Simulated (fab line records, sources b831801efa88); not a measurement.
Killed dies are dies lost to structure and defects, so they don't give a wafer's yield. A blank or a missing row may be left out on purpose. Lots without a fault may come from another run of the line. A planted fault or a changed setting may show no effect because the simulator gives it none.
Which tool did it? | flow gf180mcu | 6 lots, 16 wafers sampled, at 2 steps of a route of 602

WHAT THE GAUGES READ, wafer by wafer
GF_V3_THK_MEAS_03.
lot  | measured     | on            | V3_CVD_02_THK (nm)
L913 | day 21 13:25 | film_metro-04 | 827 840 843
L919 | day 23 16:54 | film_metro-01 | 846 863 858
L923 | day 25 12:01 | film_metro-03 | 582 854
L927 | day 26 12:14 | film_metro-04 | 594 852
L931 | day 27 18:59 | film_metro-03 | 855 862 853
L935 | day 28 17:44 | film_metro-04 | 844 845 850

WHICH TOOL RAN EACH LOT (tool, then ch and the chambers of the sampled wafers, then the start)
lot  | GF_V3_CVD_02
L913 | pecvd-03 ch 0,1, day 21 13:21
L919 | pecvd-04 ch 1,2, day 23 16:49
L923 | pecvd-03 ch 0, day 25 11:56
L927 | pecvd-03 ch 0,1, day 26 12:10
L931 | pecvd-01 ch 0,1,2, day 27 18:55
L935 | pecvd-03 ch 0,2, day 28 17:40
- GF_V3_CVD_02: deposits SiO2 from TEOS, target thk 850 nm, time 94.851 s.

THE ANSWER, worked out from the rows above alone
Rule: what is usual is taken from the lots themselves. Put in order of their means at a reading, lots are off if they are a third of the lots or fewer, leave a main group of 4 or more, and stand apart from it by a gap of 3 or more times the standard deviation of the main group's means; of several such gaps the widest counts. A main group whose means are all the same, to the digits that the tables above print for the reading, isn't used. A lot without any number at a reading at which 4 lots or more have one is off too. The other lots that the step has rows for count as sound.
Off: L923, L927, at GF_V3_THK_MEAS_03 (V3_CVD_02_THK). The main group: mean 849 nm, standard deviation 8.1.
A tool fits if, at a process step before that reading, it ran every lot that is off, and no sound lot after the first of them. The gauges at GF_V3_THK_MEAS_03 are tried like those tools. None of those tried fits.

WHAT THE SIMULATOR HAD PUT IN
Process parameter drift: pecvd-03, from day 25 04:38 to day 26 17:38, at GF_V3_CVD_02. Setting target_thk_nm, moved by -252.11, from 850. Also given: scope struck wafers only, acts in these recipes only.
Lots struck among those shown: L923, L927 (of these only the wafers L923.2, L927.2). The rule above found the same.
